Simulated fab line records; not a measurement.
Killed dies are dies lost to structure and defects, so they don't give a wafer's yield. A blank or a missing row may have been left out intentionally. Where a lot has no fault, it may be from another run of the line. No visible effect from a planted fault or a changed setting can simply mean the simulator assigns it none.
Which of the tools did it? | flow sky130 | 10 lots with 30 wafers sampled at 4 steps, on a route of 708 steps

## WHAT THE GAUGES SHOWED, per wafer
SKY_POLY_GATE_THK_MEAS_01.
lot  | measured     | on           | POLY_GATE_CVD_00_THK (nm)
L210 | day 13 16:01 | filmMetro-02 | 176.7 177.0 177.6
L213 | day 16 01:28 | filmMetro-02 | 177.4 178.8 176.7
L214 | day 16 17:50 | filmMetro-04 | 177.6 179.1 177.2
L216 | day 16 21:48 | filmMetro-02 | 179.9 178.9 178.1
L218 | day 17 12:52 | filmMetro-02 | 180.5 180.4 179.8
L219 | day 17 14:25 | filmMetro-04 | 177.4 178.1 175.7
L222 | day 18 08:52 | filmMetro-04 | 178.7 178.5 179.0
L223 | day 18 17:19 | filmMetro-02 | 151.5 151.5 152.4
L232 | day 21 15:13 | filmMetro-04 | 180.2 180.9 179.8
L233 | day 22 00:45 | filmMetro-01 | 181.5 180.5 180.7

## WHAT TOOL EACH LOT RAN ON (gives the tool, then ch and the chambers of the sampled wafers, and finally the start)
lot  | SKY_VT_ADJUST_LVTN_STRIP_09         | SKY_SONOS_ONO_STRIP_17              | SKY_POLY_GATE_CVD_00
L210 | plasmaAsher-04 ch 0,1, day 6 17:39  | plasmaAsher-04 ch 0,1, day 12 09:11 | lpcvd-01 ch 0, day 13 14:49
L213 | plasmaAsher-04 ch 0,1, day 8 14:50  | plasmaAsher-04 ch 0,1, day 14 17:21 | lpcvd-01 ch 0, day 16 00:14
L214 | plasmaAsher-02 ch 0,1, day 8 23:38  | plasmaAsher-04 ch 0,1, day 15 08:45 | lpcvd-01 ch 0, day 16 16:36
L216 | plasmaAsher-04 ch 0,1, day 9 04:34  | plasmaAsher-03 ch 0,1, day 15 12:56 | lpcvd-01 ch 0, day 16 20:36
L218 | plasmaAsher-04 ch 0,1, day 9 15:52  | plasmaAsher-03 ch 0,1, day 16 01:55 | lpcvd-01 ch 1, day 17 11:38
L219 | plasmaAsher-03 ch 0,1, day 9 16:41  | plasmaAsher-03 ch 0,1, day 16 04:17 | lpcvd-01 ch 1, day 17 13:10
L222 | plasmaAsher-04 ch 0,1, day 10 07:50 | plasmaAsher-02 ch 0,1, day 16 23:04 | lpcvd-01 ch 0, day 18 07:40
L223 | plasmaAsher-02 ch 0,1, day 10 14:41 | plasmaAsher-03 ch 0,1, day 17 06:16 | lpcvd-01 ch 0, day 18 16:07
L232 | plasmaAsher-03 ch 0,1, day 12 22:17 | plasmaAsher-02 ch 0,1, day 20 04:34 | lpcvd-01 ch 1, day 21 14:01
L233 | plasmaAsher-04 ch 0,1, day 13 03:37 | plasmaAsher-03 ch 0,1, day 20 11:53 | lpcvd-01 ch 1, day 21 23:33
- SKY_VT_ADJUST_LVTN_STRIP_09: strips in O2/N2.
- SKY_SONOS_ONO_STRIP_17: strips in O2/N2.
- SKY_POLY_GATE_CVD_00: deposits poly-Si, target thk 180 nm, time 720 s.

## THE ANSWER, worked out from the rows above alone
Rule: what is usual is taken from the lots themselves. The widest of any qualifying gaps counts: lots, ordered by their means at a reading, are off when they make up no more than a third of the lots, leave a main group of 4 or more, and stand apart from it by 3 or more times the standard deviation of that group's means. The tables above print the reading to a certain number of digits; a main group whose means all agree to those digits is not used. A lot without any number at a reading at which 4 lots or more have one is off too. Any other lot the step has rows for is counted as sound.
Off: L223, seen at SKY_POLY_GATE_THK_MEAS_01 (POLY_GATE_CVD_00_THK). The main group has a mean of 178.8 nm with a standard deviation of 1.4.
If a tool, at a process step before that reading, ran all the lots that are off and no sound lot after the first of them, it fits. The gauges at SKY_POLY_GATE_THK_MEAS_01 are tried like those tools. 2 tools fit, plasmaAsher-02 at SKY_VT_ADJUST_LVTN_STRIP_09 and filmMetro-02 at SKY_POLY_GATE_THK_MEAS_01, so this cannot tell which one it is.

## WHAT THE SIMULATOR HAD PUT IN
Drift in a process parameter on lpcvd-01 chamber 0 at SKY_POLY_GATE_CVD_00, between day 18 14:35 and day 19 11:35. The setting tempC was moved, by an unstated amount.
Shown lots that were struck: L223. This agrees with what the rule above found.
